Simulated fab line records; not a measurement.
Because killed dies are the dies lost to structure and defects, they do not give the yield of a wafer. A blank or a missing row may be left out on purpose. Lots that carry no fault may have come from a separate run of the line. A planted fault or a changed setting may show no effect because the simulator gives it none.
8D (eight disciplines) problem report, filled in by code | flow gf180mcu | the parts of the form that need people (team, actions taken, sign-off) are left out

== 1. WHAT IS WRONG ==
Wafers free of any fault read 487.8 ohm/sq (standard deviation 1.4) for NWELL_RS at GF_VT_IMPLANT_RS_MEAS_47, against a mean of 498.1 ohm/sq on 6 wafers of 2 lots. That puts it +7.3 standard deviations away from the usual mean.
The step: measures by four-point-probe.
First seen on wafer L323.2, day 10 04:40, on film metro-01. Wafers with a number at this step in the record: 36, from 12 lots. Rule for "out", or "out of limits": more than 4 standard deviations from the usual mean. The other wafers with a number count as sound.

== 2. WHAT IT IS, AND WHAT IT ISN'T ==
question                    | is                           | is not
which readings at this step | NWELL_RS                     | -
which lots                  | L323, L324                   | L315, L316, L317, L318, L321, L322, L327, L328, L332, L337
which wafers of those lots  | all that have a number       | -
read on which gauges        | film metro-01, film metro-03 | film metro-04
when                        | from day 10 04:40            | up to then (18 sound wafers); but 12 sound wafers of L327, L328, L332, L337 came after

== 3. THE SUSPECTS, EACH WITH WHAT RULES IT OUT ==
Counting: any tool at a process step up to the reading is kept as a suspect provided that every lot that is out went through it and no sound lot did after the first of them.
- the gauge at GF_VT_IMPLANT_RS_MEAS_47: ruled out. Those wafers that are out were read across 2 gauges (film metro-01, film metro-03).
- implanter-01 at GF_NWELL_IMPLANT_09: ruled out as a lasting fault. Sound lots L337 ran on it after its first lot that is out, L323 (day 5 11:13).
Left after counting: nothing in the record.

== 4. THE CAUSE (what the simulator had put in) ==
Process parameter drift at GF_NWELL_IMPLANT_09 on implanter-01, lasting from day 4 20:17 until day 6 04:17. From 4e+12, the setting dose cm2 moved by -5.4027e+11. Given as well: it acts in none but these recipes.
Counting ruled it out, wrongly: the rule takes a fault to strike every lot that its tool runs from its start on, and this one did not.

== 5. THE EFFECT CHAIN, in route order ==
Rows list readings where the struck wafers' mean (over those with a number) sits beyond 3 standard deviations from the usual. Scope: only readings with a usual standard deviation given in the record; hours: median across lots of the time from each lot's start at the first step in this table that gives one to its start at this step; sigmas: change in usual standard deviations.
hours | step                     | reading            | usual        | on struck wafers | change | sigmas
0     | GF_NWELL_IMPLANT_09      | dose ions cm2      | 4e+12        | 3e+12            | -5e+11 | -99 or more
0     | GF_NWELL_IMPLANT_09      | faraday current uA | 22.6         | 19.6             | -3.0   | -6.4
114   | GF_VT_IMPLANT_RS_MEAS_47 | NWELL_RS           | 487.8 ohm/sq | 498.1            | +10.3  | +7.3
Process steps it contains:
- GF_NWELL_IMPLANT_09

== 6. HOW IT WOULD HAVE BEEN CAUGHT EARLIER ==
The first out-of-limits reading at a measuring or inspecting step in this record came at day 10 04:40, 128 hours after the fault's start at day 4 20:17.
Tool's own readings at GF_NWELL_IMPLANT_09, dose ions cm2, faraday current uA: out on all struck wafers the step has rows for; an alarm limit on them would have tripped on the first.
